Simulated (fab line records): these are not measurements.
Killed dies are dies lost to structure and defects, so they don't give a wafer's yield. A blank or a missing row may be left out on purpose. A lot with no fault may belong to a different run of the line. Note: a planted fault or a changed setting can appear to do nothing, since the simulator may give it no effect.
8D (eight disciplines) problem report, filled in by code    flow sky130    the parts of the form that need people (team, actions taken, sign-off) are left out

## 1. WHAT WENT WRONG
Mean of dose ions cm2 at SKY_LDD_N_IMPLANT_09: 9.149e+13 across 6 wafers in 2 lots; on wafers with no fault it is 7.499e+13 (standard deviation 8.3e+10). So: +99 or more standard deviations from the usual mean.
The first sign was on wafer L403.1 at day 24 23:34, on implanter-04. Wafers with a number at this step in the record: 39, from 13 lots. By rule, "out" or "out of limits" means more than 4 standard deviations away from the usual mean. The rest of the wafers with a number are treated as sound.

## 2. WHAT IT IS AND WHAT IT IS NOT
question                     is                                 is not
which readings at this step  dose ions cm2, faraday current uA  -
which lots                   L403, L404                         L383, L385, L386, L387, L388, L390, L393, L396, L398, L401, L406
which wafers of those lots   all that have a number             -
read on which tools          implanter-04                       implanter-01, implanter-03
when                         from day 24 23:34                  up to then (30 sound wafers); but 3 sound wafers of L406 came after

## 3. WHAT RULES OUT EACH SUSPECT
Counting: a tool at any process step up to the reading remains a suspect when it ran all the lots that are out and ran no sound lot after the first of those.
- implanter-04 at SKY_LDD_N_IMPLANT_09: kept. It ran every lot that is out, first L403 (day 24 23:34), and no sound lot after that; its last sound lot up to then is L398 (day 23 13:50). Its own dose ions cm2, faraday current uA readings are out on those wafers.
Left after counting: implanter-04 at SKY_LDD_N_IMPLANT_09.

## 4. THE CAUSE (what the simulator had put in)
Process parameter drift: implanter-04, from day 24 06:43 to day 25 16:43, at SKY_LDD_N_IMPLANT_09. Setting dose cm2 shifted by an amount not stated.
Only this tool survived the counting.

## 5. THE CHAIN OF EFFECTS, in route order
Each row: a reading whose mean over the struck wafers that have a number lies more than 3 standard deviations from the usual. Scope: only readings with a usual standard deviation given in the record; hours: median across lots of the time from each lot's start at the first step in this table that gives one to its start at this step; sigmas: change in usual standard deviations.
hours  step                  reading             usual      on struck wafers  change      sigmas
0      SKY_LDD_N_IMPLANT_09  beam on s           10.00 s    10.81             +0.81       +3.7
0      SKY_LDD_N_IMPLANT_09  dose ions cm2       7.499e+13  9.149e+13         +1.650e+13  +99 or more
0      SKY_LDD_N_IMPLANT_09  faraday current uA  423        476               +53         +5.7
Here are the process steps it includes:
- SKY_LDD_N_IMPLANT_09

## 6. HOW IT WOULD HAVE BEEN CAUGHT EARLIER
First out-of-limits reading in this record: day 24 23:34, which is 17 hours after fault onset at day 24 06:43.
